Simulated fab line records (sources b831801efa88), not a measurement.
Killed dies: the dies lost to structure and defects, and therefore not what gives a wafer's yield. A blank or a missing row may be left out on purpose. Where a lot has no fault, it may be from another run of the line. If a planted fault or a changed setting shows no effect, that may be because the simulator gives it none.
Struck lot and sound lot, side by side || flow sfq_line || 14 out of 325 route steps
Sound: these wafers, L235.1, L235.2, L235.4. Wafers struck: L243.3, L243.4, L243.5. Last of all comes the cause.
For every step that has rows: the tool of each side, followed by ch and its chambers, followed by its first start. Under that, the readings that differ: sound wafers || struck wafers || difference of the means || sigmas: that difference in standard deviations of wafers without a fault.
alike: same words and numbers on both sides, and readings whose means sit less than 2 such deviations apart. not compared: any withheld reading, any reading some wafer has no value for, any bound like >300 that may hide the same value, and any number with overlapping values for which the record gives no deviation.
The two part at a step that has a row with sigmas, a row that says differs or no value, or rows on one side only. Numbers that don't overlap but have no deviation are shown without sigmas and don't part them. A reading missing from all wafers of one side parts the sides only when that side holds two or more wafers.

first, 1 step without rows for these wafers: SFQ_TRILAYER_JJ_CE_LITHO_DEVELOP_116 (time 60 s).
SFQ_JJ_OVL_MEAS_931:
  sound on overlay-01, day 54 11:34; struck on overlay-01, day 55 23:30
  alike: J5_OVL
SFQ_TRILAYER_JJ_CE_METRO_MEASURE_117:
  sound on cd_sem-02, day 54 11:37; struck on cd_sem-01, day 55 23:56
  alike: cd_nm
SFQ_TRILAYER_JJ_CE_BARC_OPEN_RIE_150: chemistry O2, target BARC, target depth 240 nm, time 80 s.
  sound on rie_metal-02 ch 1, day 54 12:49; struck on rie_metal-03 ch 0,1, day 56 00:46
  alike: drypump_motor_current_A, oes_product_au
  not compared: rf_hours_counter_h
SFQ_TRILAYER_JJ_CE_ETCH_RIE_118: chemistry SF6, target Nb, stops on Al2O3, time 97.7 s, target depth 170 nm.
  sound on rie_metal-02 ch 1, day 54 12:59; struck on rie_metal-03 ch 0,1, day 56 00:52
  alike: drypump_motor_current_A, oes_product_au
  not compared: rf_hours_counter_h
then, 1 step without rows for these wafers: SFQ_TRILAYER_JJ_ANODIZE_ANODIZE_119.
SFQ_TRILAYER_JJ_CE_STRIP_STRIP_120: strips in O2.
  sound on rie_metal-04 ch 0,1, day 54 13:43; struck on rie_metal-03 ch 0,1, day 56 01:38
  alike: drypump_motor_current_A, oes_product_au
  not compared: rf_hours_counter_h
then, 5 steps without rows for these wafers: SFQ_TRILAYER_JJ_CE_STRIP_SOLV_CLEAN_121 (cleans in NMP, time 600 s); SFQ_TRILAYER_M5_LITHO_COAT_128 (resist thk 62 nm); SFQ_TRILAYER_M5_LITHO_COAT_123 (resist thk 600 nm); SFQ_TRILAYER_M5_LITHO_SOFTBAKE_127; SFQ_TRILAYER_M5_LITHO_EXPOSE_124 (exposes mask M5, target cd 700 nm).
-- the record jumps here: 5 days lie between the struck wafers' starts before and after --
SFQ_TRILAYER_M5_LITHO_PEB_126: peb time 60 s.
  struck on litho_track-02, day 60 18:14; sound on litho_track-01 ch 0, day 59 14:35
  no value came back on the struck wafers for chill_plate_temp_C (C), exhaust_pa (Pa); on the sound wafers chill_plate_temp_C (C) reads 22.99 22.95 23.02
then, 1 step without rows for these wafers: SFQ_TRILAYER_M5_LITHO_DEVELOP_125 (time 60 s).

== WHERE THEY PART ==
At SFQ_TRILAYER_M5_LITHO_PEB_126 and nowhere else, as far as this record goes.

WHY: the cause the simulator had injected
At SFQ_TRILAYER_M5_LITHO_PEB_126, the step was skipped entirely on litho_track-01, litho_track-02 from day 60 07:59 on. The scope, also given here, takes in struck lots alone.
